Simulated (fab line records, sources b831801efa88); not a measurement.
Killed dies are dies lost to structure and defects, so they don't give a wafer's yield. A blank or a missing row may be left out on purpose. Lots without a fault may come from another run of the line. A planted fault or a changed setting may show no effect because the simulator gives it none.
fab line records | flow sky130
record lots=14 wafers=42 last_day=50
route steps=708 shown GATE_OXIDE@188 METAL1@436 METAL2@484 PAD_OPEN@708
lots that met no fault: from a run of the same line without faults
start_h: hours from the record's first day to the start of the lot's first wafer shown | wait_h: hours since the lot's step before | " the same as in the row above | L1.1+2: a row that stands for several wafers | - no value, or no start given | * or withheld: withheld | < > ~ a bound
route shown NAME@n: a module of which the file shows steps, and the number in the route of the first | usual: mean/standard deviation of fault-free wafers | same: alike in all rows | chamber/n: place in a boat | sites: the reading at each site | _std_site: their standard deviation | _edge_site: outer sites' mean less inner sites' | radius_mm: how far each site lies from the wafer's centre | mask NAME#n: copy n | behind: the tool/chamber that last shaped the wafer | hold: why the lot was held/for how many hours/how that ended | device: the transistor (n, p or np) that didn't switch | end of line: the same wafers' tests at the end of the route | a step without rows: its recipe alone | killed: dies lost to structure and defects at the first sort, not the wafer's yield | map: a wafer's dies, x killed, . not, _ none there
set.NAME: the setting as run; set.NAME@STEP: as run at that earlier step | model.NAME: the simulator's own value behind a step, which no gauge read
steps of the route over a sample of lots; a table a step, a row a wafer
services: from which hour (start_h, from the record's first day; less than 0 if before it) a tool's chamber was out of use, for how many hours, and why
## steps
# step SKY_GATE_OXIDE_OXIDATION_01
# recipe temp_c=900 ambient=O2 stabilise_s=600 purge_s=300 target_thk_a=102.68 ox_time_s=1473
# usual spike_tc_bottom_C=912/3.2 spike_tc_lower_C=901.7/1.2
# columns lot.wafer tool chamber start_h wait_h spike_tc_bottom_C spike_tc_lower_C
L277.1 furnace-02 0 282.02 1.1 908 901.5
L277.3 " 0 " " 908 904.0
L277.5 " 0 " " 907 902.9
L278.1 furnace-01 0 289.56 0.0 916 902.0
L278.3 " 0 " " 914 901.1
L278.4 " 0 " " 914 902.0
L282.3 furnace-01 0 324.81 0.0 916 901.4
L282.4 " 0 " " 916 900.9
L282.5 " 0 " " 914 902.6
L279.2 furnace-01 0 353.82 60.7 915 903.4
L279.3 " 0 " " 914 899.8
L279.4 " 0 " " 915 901.0
L281.1 furnace-01 0 374.16 60.0 913 901.2
L281.5 " 0 " " 914 900.3
L281.6 " 0 " " 915 902.4
L290.2 furnace-02 0 391.70 1.2 909 902.8
L290.3 " 0 " " 909 901.2
L290.5 " 0 " " 906 903.0
L291.2 furnace-02 0 391.70 1.5 909 905.1
L291.5 " 0 " " 910 902.0
L291.6 " 0 " " 909 901.6
L292.1 furnace-01 0 398.91 0.0 914 900.1
L292.4 " 0 " " 915 901.4
L292.6 " 0 " " 914 900.7
L288.2 furnace-01 0 433.27 60.0 915 901.2
L288.3 " 0 " " 913 901.6
L288.5 " 0 " " 915 901.9
L294.1 furnace-02 0 445.57 0.9 910 902.0
L294.5 " 0 " " 908 902.6
L294.6 " 0 " " 908 902.3
L296.1 furnace-02 0 456.44 0.3 909 903.3
L296.2 " 0 " " 909 902.8
L296.6 " 0 " " 908 903.1
L295.2 furnace-01 0 458.88 0.1 914 900.0
L295.3 " 0 " " 915 900.2
L295.6 " 0 " " 913 901.7
L298.3 furnace-01 0 460.28 0.3 915 900.9
L298.4 " 0 " " 914 901.3
L298.5 " 0 " " 916 900.7
L299.2 furnace-01 0 473.51 0.0 915 901.0
L299.3 " 0 " " 912 900.9
L299.4 " 0 " " 914 900.8
# step SKY_METAL1_SPUTTER_02
# recipe material=AlCu target_thk_nm=250 power_w=10600 time_s=13.86 chamber_pressure_pa=0.4
# usual throttle_valve_pct=29.8/0.99
# columns lot.wafer tool chamber start_h wait_h throttle_valve_pct
L277.1 pvd_sputter-03 - 734.61 0.0 30.5
L277.3 " - " " 29.7
L277.5 " - " " 29.7
L278.1 pvd_sputter-03 - 749.54 0.0 31.1
L278.3 " - " " 29.8
L278.4 " - " " 30.5
L282.3 pvd_sputter-02 - 784.72 0.0 28.7
L282.4 " - " " 30.1
L282.5 " - " " 30.2
L279.2 pvd_sputter-03 - 813.12 0.0 30.1
L279.3 " - " " 30.0
L279.4 " - " " 30.8
L281.1 pvd_sputter-02 - 824.31 0.0 30.7
L281.5 " - " " 28.4
L281.6 " - " " 30.1
L290.2 pvd_sputter-02 - 843.97 0.0 28.1
L290.3 " - " " 30.0
L290.5 " - " " 28.6
L291.2 pvd_sputter-04 - 868.64 0.0 28.8
L291.5 " - " " 31.2
L291.6 " - " " 28.8
L292.1 pvd_sputter-02 - 869.18 0.0 28.5
L292.4 " - " " 30.1
L292.6 " - " " 30.2
L288.2 pvd_sputter-04 - 881.72 0.0 28.8
L288.3 " - " " 31.3
L288.5 " - " " 31.1
L294.1 pvd_sputter-04 - 898.88 0.0 31.1
L294.5 " - " " 29.8
L294.6 " - " " 31.2
L295.2 pvd_sputter-03 - 898.90 0.0 30.9
L295.3 " - " " 30.4
L295.6 " - " " 30.8
L296.1 pvd_sputter-04 - 899.48 0.0 31.1
L296.2 " - " " 30.8
L296.6 " - " " 31.1
L298.3 pvd_sputter-02 - 900.38 0.0 30.9
L298.4 " - " " 29.9
L298.5 " - " " 28.3
L299.2 pvd_sputter-02 - 921.76 0.0 28.5
L299.3 " - " " 28.4
L299.4 " - " " 30.7
# step SKY_METAL2_SPUTTER_01
# recipe material=TiN target_thk_nm=20 power_w=6500 time_s=16.7 chamber_pressure_pa=0.4
# usual throttle_valve_pct=29.6/1
# columns lot.wafer tool chamber start_h wait_h throttle_valve_pct
L277.1 pvd_sputter-03 - 791.91 0.0 29.7
L277.3 " - " " 30.9
L277.5 " - " " 30.7
L278.1 pvd_sputter-03 - 807.12 0.0 30.8
L278.3 " - " " 30.3
L278.4 " - " " 29.8
L282.3 pvd_sputter-03 - 841.63 0.0 29.7
L282.4 " - " " 30.3
L282.5 " - " " 30.2
L279.2 pvd_sputter-01 - 869.93 0.0 28.3
L279.3 " - " " 28.7
L279.4 " - " " 31.1
L281.1 pvd_sputter-01 - 880.79 0.0 28.5
L281.5 " - " " 28.3
L281.6 " - " " 28.8
L290.2 pvd_sputter-03 - 899.17 0.0 30.1
L290.3 " - " " 30.9
L290.5 " - " " 31.0
L291.2 pvd_sputter-02 - 923.62 0.0 28.3
L291.5 " - " " 30.5
L291.6 " - " " 28.4
L292.1 pvd_sputter-01 - 923.88 0.0 28.9
L292.4 " - " " 28.7
L292.6 " - " " 28.3
L288.2 pvd_sputter-03 - 936.34 0.0 30.7
L288.3 " - " " 30.3
L288.5 " - " " 30.0
L294.1 pvd_sputter-02 - 951.57 0.0 28.4
L294.5 " - " " 28.3
L294.6 " - " " 30.7
L295.2 pvd_sputter-03 - 951.83 0.0 31.1
L295.3 " - " " 30.2
L295.6 " - " " 31.0
L296.1 pvd_sputter-03 - 952.68 0.0 30.2
L296.2 " - " " 29.5
L296.6 " - " " 29.8
L298.3 pvd_sputter-01 - 953.29 0.0 31.2
L298.4 " - " " 28.7
L298.5 " - " " 28.6
L299.2 pvd_sputter-02 - 974.12 0.0 30.6
L299.3 " - " " 30.0
L299.4 " - " " 28.6
# step SKY_METAL2_CD_MEAS_15
# recipe target_cd_nm=140
# usual cd_nm=139.3/1.3
# columns lot.wafer tool chamber start_h wait_h cd_nm
L277.1 cd_sem-01 - 819.03 - 138.7
L277.3 " - " " 139.6
L277.5 " - " " 139.5
L278.1 cd_sem-02 - 833.53 - 139.3
L278.3 " - " " 138.9
L278.4 " - " " 139.9
L282.3 cd_sem-02 - 867.26 - 138.0
L282.4 " - " " 136.9
L282.5 " - " " 136.7
L279.2 cd_sem-01 - 896.04 - 140.2
L279.3 " - " " 140.9
L279.4 " - " " 140.1
L281.1 cd_sem-01 - 907.33 - 138.7
L281.5 " - " " 138.5
L281.6 " - " " 139.9
L290.2 cd_sem-01 - 924.44 - 138.7
L290.3 " - " " 138.7
L290.5 " - " " 139.8
L291.2 cd_sem-01 - 948.61 - 141.8
L291.5 " - " " 140.7
L291.6 " - " " 140.7
L292.1 cd_sem-01 - 949.01 - 140.6
L292.4 " - " " 139.6
L292.6 " - " " 139.3
L288.2 cd_sem-02 - 962.61 - 137.8
L288.3 " - " " 140.3
L288.5 " - " " 137.8
L294.1 cd_sem-02 - 975.92 - 141.9
L294.5 " - " " 141.7
L294.6 " - " " 143.4
L295.2 cd_sem-02 - 976.06 - 137.6
L295.3 " - " " 139.7
L295.6 " - " " 138.0
L296.1 cd_sem-01 - 976.97 - 136.9
L296.2 " - " " 138.3
L296.6 " - " " 137.2
L298.3 cd_sem-01 - 977.48 - 138.9
L298.4 " - " " 140.6
L298.5 " - " " 139.1
L299.2 cd_sem-01 - 997.96 - 137.8
L299.3 " - " " 138.2
L299.4 " - " " 138.3
# step SKY_PAD_OPEN_PROBE_99
# usual killed_at_M0_to_M3=43/6.9 killed_at_M4_up=3.1/1.9 killed_at_contacts=24/5.4 killed_at_front_end=14/4.3 killed_at_other=0.3/0.53 killed_dies=84/9.5 killed_open=46/6.8 killed_short=38/6
# same gross_dies=492 killed_at_back_side=0
# columns lot.wafer tool chamber start_h wait_h killed_at_M0_to_M3 killed_at_M4_up killed_at_contacts killed_at_front_end killed_at_other killed_dies killed_open killed_short
L279.2 prober-02 - 1146.22 0.1 51 4 28 13 2 98 57 41
L279.3 prober-02 - 1146.27 0.2 36 7 26 14 1 84 43 40
L279.4 prober-02 - 1146.32 0.2 32 6 31 9 0 78 42 36
L281.1 prober-01 - 1159.30 0.1 41 4 18 17 2 82 43 38
L281.5 prober-01 - 1159.50 0.2 39 1 20 17 0 77 38 37
L281.6 prober-01 - 1159.55 0.2 46 6 30 23 0 105 61 44
L288.2 prober-01 - 1200.86 0.1 51 2 24 7 0 84 47 37
L288.3 prober-01 - 1200.91 0.2 38 2 28 16 2 86 47 38
L288.5 prober-01 - 1201.01 0.2 54 2 26 9 0 91 54 37
# killed by level:class
L279.2 VIA1:geometric_particle:open=14 LI_CONTACT:geometric_particle:open=11 VIA3:geometric_particle:open=11 FIELD_ISO:geometric_particle:short=6 VIA2:geometric_particle:open=6 CONTACT:geometric_particle:short=5 CONTACT:geometric_particle:open=5 VIA1:geometric_particle:short=5
L279.3 VIA1:geometric_particle:open=9 LOCAL_INTERCONNECT:geometric_particle:short=9 VIA3:geometric_particle:open=8 FIELD_ISO:geometric_particle:open=7 LI_CONTACT:geometric_particle:open=7 METAL4:geometric_particle:short=7 CONTACT:geometric_particle:open=5 LI_CONTACT:geometric_particle:short=4
L279.4 CONTACT:geometric_particle:open=11 LOCAL_INTERCONNECT:geometric_particle:short=8 VIA3:geometric_particle:open=7 METAL3:geometric_particle:short=6 LI_CONTACT:geometric_particle:open=5 VIA1:geometric_particle:open=5 METAL1:geometric_particle:short=4 FIELD_ISO:geometric_particle:open=3
L281.1 VIA1:geometric_particle:open=9 CONTACT:geometric_particle:open=7 METAL3:geometric_particle:short=6 VIA3:geometric_particle:open=6 POLY_GATE:geometric_particle:open=5 VIA1:geometric_particle:short=5 FIELD_ISO:geometric_particle:short=4 SPACER:geometric_particle:short=4
L281.5 VIA1:geometric_particle:open=10 CONTACT:geometric_particle:open=9 LOCAL_INTERCONNECT:geometric_particle:short=7 VIA2:geometric_particle:short=5 FIELD_ISO:geometric_particle:short=4 METAL1:geometric_particle:short=4 VIA2:geometric_particle:open=4 SPACER:geometric_particle:short=3
L281.6 CONTACT:geometric_particle:open=16 VIA1:geometric_particle:open=11 VIA2:geometric_particle:open=7 POLY_GATE:geometric_particle:open=6 LI_CONTACT:geometric_particle:open=6 METAL1:geometric_particle:short=6 POLY_GATE:geometric_particle:short=5 VIA1:geometric_particle:short=5
L288.2 VIA1:geometric_particle:open=15 CONTACT:geometric_particle:open=9 VIA2:geometric_particle:open=9 CONTACT:geometric_particle:short=9 LI_CONTACT:geometric_particle:open=5 METAL1:geometric_particle:short=5 METAL2:geometric_particle:short=5 VIA1:geometric_particle:short=4
L288.3 LI_CONTACT:geometric_particle:open=10 VIA2:geometric_particle:open=10 VIA1:geometric_particle:open=8 CONTACT:geometric_particle:open=7 CONTACT:geometric_particle:short=6 VIA1:geometric_particle:short=6 FIELD_ISO:geometric_particle:short=5 POLY_GATE:geometric_particle:short=4
L288.5 VIA1:geometric_particle:open=18 CONTACT:geometric_particle:open=9 VIA3:geometric_particle:open=8 METAL2:geometric_particle:short=7 LI_CONTACT:geometric_particle:short=6 VIA2:geometric_particle:open=6 LI_CONTACT:geometric_particle:open=5 METAL1:geometric_particle:short=5
## services
# columns tool chamber start_h hours kind
furnace-01 - 258.11 3.5 pm
pvd_sputter-03 - 284.85 14.1 repair
furnace-02 - 288.66 3.5 pm
furnace-01 - 327.61 3.9 pm
furnace-02 - 334.59 5.2 pm
pvd_sputter-02 - 344.09 4.9 repair
furnace-02 - 364.56 3.8 pm
pvd_sputter-03 - 369.27 1.0 repair
pvd_sputter-02 - 408.09 1.1 repair
furnace-01 - 426.89 4.2 pm
furnace-02 - 532.18 4.0 pm
furnace-02 - 570.23 5.0 pm
furnace-01 - 594.05 3.3 pm
furnace-02 - 606.72 4.3 repair
pvd_sputter-03 - 609.95 1.8 repair
pvd_sputter-02 - 639.55 2.6 repair
furnace-02 - 643.87 3.4 repair
furnace-02 - 682.07 3.9 repair
furnace-01 - 708.86 9.6 pm
furnace-01 - 718.51 2.9 pm
furnace-01 - 762.42 3.6 pm
pvd_sputter-02 - 850.71 7.7 repair
furnace-01 - 930.05 2.9 pm
pvd_sputter-03 - 938.90 3.0 repair
## key
first_sign step=SKY_GATE_OXIDE_OXIDATION_01 reading=wait_h direction=changed
effect none on later readings
met_at SKY_GATE_OXIDE_OXIDATION_01
struck_lots L279,L281,L288
struck_wafers L279.2,L279.3,L279.4,L281.1,L281.5,L281.6,L288.2,L288.3,L288.5
tester_left_out L279,L281,L288
not_acting_at SKY_METAL1_SPUTTER_02,SKY_METAL2_SPUTTER_01,SKY_METAL2_CD_MEAS_15
fault kind=queue_time_violation tool=furnace-01,furnace-02 chamber=0 onset_h=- steps=SKY_GATE_OXIDE_OXIDATION_01 delay_hr=60 scope=struck_lots_only
# tester_left_out: of these lots the tester's yield and bins aren't shown, on N5 and GAA mostly nor the transistor test; their killed dies are dies lost to structure and defects alone, not to doping, threshold or leakage, so they don't give the yield
